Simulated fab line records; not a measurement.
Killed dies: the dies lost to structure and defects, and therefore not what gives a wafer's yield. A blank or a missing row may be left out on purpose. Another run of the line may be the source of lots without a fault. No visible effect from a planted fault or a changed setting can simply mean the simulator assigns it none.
A lot that was struck, set against a sound lot    flow sky130    15 out of 708 route steps
Sound: wafers L228.1, L228.3, L228.6. Wafers struck: L246.1, L246.2, L246.6. At the end, the cause is stated.
Each step with rows lists, per side, the tool, then ch with its chambers, then its first start. Under that, the readings that differ: sound wafers    struck wafers    difference of the means    sigmas: that difference in standard deviations of wafers without a fault.
alike: a reading whose means differ by less than 2 such deviations, as well as words and numbers matching on both sides. not compared: withheld readings; readings where some wafer has no value; bounds like >300 that might hide an equal value; numbers whose values overlap and for which the record gives no deviation.
Wherever a step has rows on one side only, a row that says differs or no value, or a row with sigmas, the two part there. Non-overlapping numbers with no deviation appear without sigmas and do not part them. A reading missing from all wafers of one side parts the sides only when that side holds two or more wafers.

SKY_METAL3_STRIP_19: strips in O2/N2.
  sound on plasma asher-03 ch 0,1, day 38 07:52; struck on plasma asher-01 ch 0,1, day 44 09:02
reading                       sound              struck             difference  sigmas
drypump motor current A (A)   6.1 6.0 6.1        5.8 4.8 4.8        -0.9        -2
oes product au (a.u.)         0.495 0.487 0.494  0.500 0.507 0.513  +0.015      +3
strip time to endpoint s (s)  6.40 6.35 6.38     6.58 6.53 6.56     +0.18       +3
  not compared: rf hours counter h
then, 4 steps without rows for these wafers: SKY_METAL3_STRIP_20 (strips in post etch residue remover, time 1200 s); SKY_METAL3_CLEAN_21 (cleans in IPA, time 180 s); SKY_METAL3_CLEAN_22 (cleans in O3/DIW); SKY_VIA3_HDPCVD_00 (deposits SiO2, target thk 1635 nm, time 272.5 s).
SKY_VIA3_THK_MEAS_01:
  sound on film metro-04, day 38 08:40; struck on film metro-01, day 44 09:48
  alike: VIA3_HDPCVD_THK
SKY_VIA3_CMP_02: polishes SiO2.
  sound on cmp-02 ch 2,3, day 38 09:11; struck on cmp-02 ch 0,1,2, day 44 09:56
  alike: head pressure psi, motor current A
SKY_VIA3_BOW_MEAS_03:
  sound on film metro-01, day 38 09:29; struck on film metro-03, day 44 10:11
reading        sound     struck    difference  sigmas
VIA3_BOW (um)  80 89 83  61 63 75  -18         -2
then, 4 steps without rows for these wafers: SKY_VIA3_DEHYDRATE_04 (time 60 s); SKY_VIA3_HMDS_05 (prime time 60 s); SKY_VIA3_COAT_06 (resist thk 60 nm); SKY_VIA3_COAT_07 (resist thk 450 nm).
SKY_VIA3_SOFTBAKE_08: time 90 s.
  sound on litho track-02 ch 0, day 38 22:00; struck on litho track-02 ch 0, day 44 21:00
reading                   sound                 struck                difference                     sigmas
heater power total W (W)  57.30 57.49 57.46     58.57 58.37 58.58     +1.09                          +10
plate temp C (C)          100.00 99.97 99.97    - - -                 no value on the struck wafers  
run length s (s)          119.17 119.13 119.03  113.71 113.76 113.88  -5.33                          -30
then, 1 step without rows for these wafers: SKY_VIA3_EXPOSE_09 (exposes mask VIM3, target cd 200 nm).
-- the record jumps here: 6 days lie between the struck wafers' starts before and after (it left off in module VIA3 and takes up again in module PAD_OPEN, whose first step shown is number 708 of the route) --
SKY_PAD_OPEN_PROBE_99:
  rows exist in the record for the struck wafers here (prober-01, day 50 09:18), but not for the sound ones

== WHERE THEY PART ==
First at SKY_METAL3_STRIP_19; last, within this record, at SKY_PAD_OPEN_PROBE_99.

WHY: what the simulator had put in
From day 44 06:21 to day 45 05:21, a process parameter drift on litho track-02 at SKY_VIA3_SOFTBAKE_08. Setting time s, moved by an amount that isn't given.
